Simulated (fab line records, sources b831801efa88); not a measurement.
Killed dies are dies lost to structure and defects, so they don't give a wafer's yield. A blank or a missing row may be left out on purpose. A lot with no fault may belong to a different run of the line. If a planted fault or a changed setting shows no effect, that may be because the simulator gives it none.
A lot that was struck, set against a sound lot	flow sky130	42 out of 708 route steps
Sound: the wafers L586.1, L586.3, L586.6. The struck wafers were L591.1, L591.3, L591.5. The cause is given at the end.
Each step with rows lists, per side, the tool, then ch with its chambers, then its first start. Under that, the readings that differ: sound wafers	struck wafers	difference of the means	sigmas: that difference in standard deviations of wafers without a fault.
alike: readings with means less than 2 such deviations apart, plus words and numbers identical on both sides. not compared: withheld readings, readings lacking a value on some wafer, bounds such as >300 that could conceal the same value, and numbers that have no deviation in the record and whose values overlap.
The two part at a step that has a row with sigmas, a row that says differs or no value, or rows on one side only. Non-overlapping numbers with no deviation appear without sigmas and do not part them. Lack of a reading on every wafer of one side parts them only where that side has two or more wafers.

SKY_SD_P_OVL_MEAS_08:
  sound: overlay-01 at day 29 09:31; struck: overlay-01 at day 30 17:37
reading	sound	struck	difference	sigmas
SD_P_OVL (nm)	-3.0 -3.1 -1.4	0.7 1.4 2.1	+3.9	+3
following that, these wafers have no rows for 1 step: SKY_SD_P_IMPLANT_09.
SKY_SD_P_STRIP_10: strips in O2/N2.
  sound on plasma-asher-04 ch 0, day 29 09:41; struck on plasma-asher-03 ch 1, day 30 17:47
  alike: drypump-motor-current-A, n2-flow-sccm, oes-product-au, strip-time-to-endpoint-s
  not compared: rf-hours-counter-h
SKY_SD_P_TW_MEAS_11:
  sound: film-metro-04 at day 29 09:47; struck: film-metro-03 at day 30 17:53
  alike: SD_P_TW
then, 8 steps without rows for these wafers: SKY_RES_XHIGH_DEHYDRATE_00 (time 60 s); SKY_RES_XHIGH_HMDS_01 (prime time 60 s); SKY_RES_XHIGH_COAT_02 (resist thk 1140 nm); SKY_RES_XHIGH_SOFTBAKE_03 (time 60 s); SKY_RES_XHIGH_EXPOSE_04 (exposes mask URPM, target cd 1270 nm); SKY_RES_XHIGH_PEB_05; SKY_RES_XHIGH_DEVELOP_06 (develop time 60 s); SKY_RES_XHIGH_IMPLANT_07.
SKY_RES_XHIGH_STRIP_08: strips in O2/N2.
  sound on plasma-asher-01 ch 0,1, day 30 14:23; struck on plasma-asher-02 ch 1, day 31 20:58
  alike: drypump-motor-current-A, n2-flow-sccm, oes-product-au, strip-time-to-endpoint-s
  not compared: rf-hours-counter-h
SKY_RES_XHIGH_TW_MEAS_09:
  sound: film-metro-03 at day 30 14:29; struck: film-metro-04 at day 31 21:04
  alike: RES_XHIGH_TW
then, 7 steps without rows for these wafers: SKY_SD_N_DEHYDRATE_00 (time 60 s); SKY_SD_N_HMDS_01 (prime time 60 s); SKY_SD_N_COAT_02 (resist thk 1140 nm); SKY_SD_N_SOFTBAKE_03 (time 60 s); SKY_SD_N_EXPOSE_04 (exposes mask NSDM, target cd 380 nm); SKY_SD_N_PEB_05; SKY_SD_N_DEVELOP_06 (develop time 60 s).
SKY_SD_N_CD_MEAS_07: target cd 380 nm.
  sound: cd-sem-02 at day 31 17:47; struck: cd-sem-01 at day 32 23:23
  alike: cd-nm
SKY_SD_N_OVL_MEAS_08:
  sound: overlay-02 at day 31 17:55; struck: overlay-01 at day 32 23:31
reading	sound	struck	difference	sigmas
SD_N_OVL (nm)	0.4 0.0 0.1	-3.2 -1.8 -2.6	-2.7	-2
then, 2 steps without rows for these wafers: SKY_SD_N_IMPLANT_09; SKY_SD_N_IMPLANT_10.
SKY_SD_N_STRIP_11: strips in O2/N2.
  sound on plasma-asher-01 ch 0,1, day 31 18:14; struck on plasma-asher-02 ch 0,1, day 32 23:50
  alike: drypump-motor-current-A, n2-flow-sccm, oes-product-au, strip-time-to-endpoint-s
  not compared: rf-hours-counter-h
SKY_SD_N_TW_MEAS_12:
  sound: film-metro-03 at day 31 18:20; struck: film-metro-04 at day 32 23:59
  alike: SD_N_TW
then, 1 step without rows for these wafers: SKY_SD_N_CLEAN_13 (cleans in SC1/SC2, time 150 s).
SKY_SD_N_RTA_14: time 2 s.
  sound on rtp-anneal-02 ch 0, day 31 18:28; struck on rtp-anneal-01 ch 0, day 33 00:06
  alike: lamp-power-pct, wafer_temp_C_max
SKY_SD_N_RS_MEAS_16: the measuring method here is four-point-probe.
  sound: film-metro-02 at day 31 18:38; struck: film-metro-04 at day 33 00:17
  alike: SD_N_RS
SKY_SD_N_RS_MEAS_17: the measuring method here is four-point-probe.
  sound: film-metro-02 at day 31 18:45; struck: film-metro-04 at day 33 00:24
  alike: SD_P_RS
SKY_SD_N_RS_MEAS_18: the measuring method here is four-point-probe.
  sound: film-metro-02 at day 31 18:52; struck: film-metro-04 at day 33 00:31
  alike: RES_XHIGH_RS
then, 2 steps without rows for these wafers: SKY_SALICIDE_CLEAN_00 (cleans in HF-last, time 30 s); SKY_LI_CONTACT_HDPCVD_00 (deposits PSG, target thk 930 nm, time 150.6 s).
SKY_LI_CONTACT_THK_MEAS_01:
  sound: film-metro-03 at day 31 19:07; struck: film-metro-03 at day 33 00:46
  alike: LI_CONTACT_HDPCVD_THK
SKY_LI_CONTACT_CMP_02: polishes PSG.
  sound on cmp-02 ch 0,1, day 31 19:10; struck on cmp-02 ch 0,1,3, day 33 00:55
  alike: edge-zone-pressure-frac, motor-current-A, time-to-endpoint-s
SKY_LI_CONTACT_BOW_MEAS_03:
  sound: film-metro-02 at day 31 19:28; struck: film-metro-02 at day 33 01:07
  alike: LI_CONTACT_BOW
then, 4 steps without rows for these wafers: SKY_LI_CONTACT_DEHYDRATE_04 (time 60 s); SKY_LI_CONTACT_HMDS_05 (prime time 60 s); SKY_LI_CONTACT_COAT_06 (resist thk 60 nm); SKY_LI_CONTACT_COAT_07 (resist thk 450 nm).
-- the record jumps here: 16 days lie between the struck wafers' starts before and after (it left off in module LI_CONTACT and takes up again in module PAD_OPEN, whose first step shown is number 708 of the route) --
SKY_PAD_OPEN_PROBE_99:
  only the struck wafers here have rows in the record (prober-02, day 49 11:07); the sound ones have none

== WHERE THEY PART ==
First at SKY_SD_P_OVL_MEAS_08; last, within this record, at SKY_PAD_OPEN_PROBE_99.

WHY: what the simulator had put in
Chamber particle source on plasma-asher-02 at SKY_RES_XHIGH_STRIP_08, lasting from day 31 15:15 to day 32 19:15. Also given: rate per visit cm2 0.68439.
